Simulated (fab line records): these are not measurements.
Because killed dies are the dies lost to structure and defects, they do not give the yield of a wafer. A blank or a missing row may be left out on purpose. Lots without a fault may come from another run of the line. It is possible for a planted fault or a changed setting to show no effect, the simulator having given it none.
Comparing a struck lot with a sound one    flow gf180mcu    16 steps out of a route of 602
Sound: these wafers, L839.3, L839.4, L839.6. Struck: wafer L847.2; the same lot's L847.6 was not struck, so it is left out; see the end for the cause.
At each step with rows: each side's tool, then ch and its chambers, then its first start. Under that, the readings that differ: sound wafers    struck wafers    difference of the means    sigmas: that difference in standard deviations of wafers without a fault.
alike: same words and numbers on both sides, and readings whose means sit less than 2 such deviations apart. not compared: any withheld reading, any reading some wafer has no value for, any bound like >300 that may hide the same value, and any number with overlapping values for which the record gives no deviation.
Wherever a step has rows on one side only, a row that says differs or no value, or a row with sigmas, the two part there. Non-overlapping numbers with no deviation appear without sigmas and do not part them. Lack of a reading on every wafer of one side parts them only where that side has two or more wafers.

GF_POLY_GATE_ETCH_13: etches poly-Si in HBr/Cl2, stops on SiO2, target depth 198.5 nm, time 69.6 s.
  sound on rie_si-01 ch 1,2,3, day 10 04:27; struck on rie_si-01 ch 2, day 12 17:44
reading                sound              struck  difference  sigmas
oes_product_au (a.u.)  0.985 0.990 0.983  0.999   +0.013      +2
  alike: chamber_pressure_mTorr, drypump_motor_current_A, rf_fwd_power_W, throttle_valve_pct
  not compared: rf_hours_counter_h
GF_POLY_GATE_STRIP_14: strips in O2/N2.
  sound on plasma_asher-04 ch 0,1, day 10 04:32; struck on plasma_asher-03 ch 0, day 12 17:47
reading                 sound  struck  difference                    sigmas
rf_hours_counter_h (h)  - - -  60      no value on the sound wafers  
  alike: chamber_pressure_mTorr, drypump_motor_current_A, heater_power_w, oes_product_au, platen_temp_c
then, 2 steps without rows for these wafers: GF_POLY_GATE_CLEAN_15 (cleans in SC1/SC2, time 150 s); GF_POLY_GATE_OXIDATION_16 (stabilise 600 s, purge 300 s, target thk 4 nm).
GF_POLY_GATE_THK_MEAS_17:
  sound on film_metro-02, day 10 07:04; struck on film_metro-04, day 12 20:14
  alike: POLY_GATE_OXIDATION_THK
GF_POLY_GATE_CD_MEAS_18:
  sound on cd_sem-01, day 10 07:10; struck on cd_sem-01, day 12 20:19
  alike: cd_nm
then, 6 steps without rows for these wafers: GF_HV_LDD_DEHYDRATE_00 (time 60 s); GF_HV_LDD_HMDS_01 (prime time 60 s); GF_HV_LDD_COAT_02 (resist thk 1000 nm); GF_HV_LDD_SOFTBAKE_03 (time 60 s); GF_HV_LDD_EXPOSE_04 (exposes mask Nplus LV AREA, target cd 400 nm); GF_HV_LDD_PEB_05.
GF_HV_LDD_DEVELOP_06: develop time 60 s.
  sound on litho_track-04 ch 0, day 11 00:57; struck on litho_track-04 ch 0, day 13 16:13
  alike: developer_temp_C
GF_HV_LDD_CD_MEAS_07: the cd target is 400 nm.
  sound on cd_sem-01, day 11 01:05; struck on cd_sem-02, day 13 16:22
reading     sound              struck  difference  sigmas
cd_nm (nm)  401.0 401.9 404.0  411.7   +9.4        +4
GF_HV_LDD_OVL_MEAS_08:
  sound on overlay-01, day 11 01:11; struck on overlay-02, day 13 16:28
  alike: HV_LDD_OVL
following that, these wafers have no rows for 1 step: GF_PASSIVATION_PROBE_99.

## WHERE THEY PART
Last at GF_HV_LDD_CD_MEAS_07 as far as this record goes, first at GF_POLY_GATE_ETCH_13. Later steps at which nothing parts them and some readings are alike: GF_HV_LDD_OVL_MEAS_08.

WHY: what the simulator had put in
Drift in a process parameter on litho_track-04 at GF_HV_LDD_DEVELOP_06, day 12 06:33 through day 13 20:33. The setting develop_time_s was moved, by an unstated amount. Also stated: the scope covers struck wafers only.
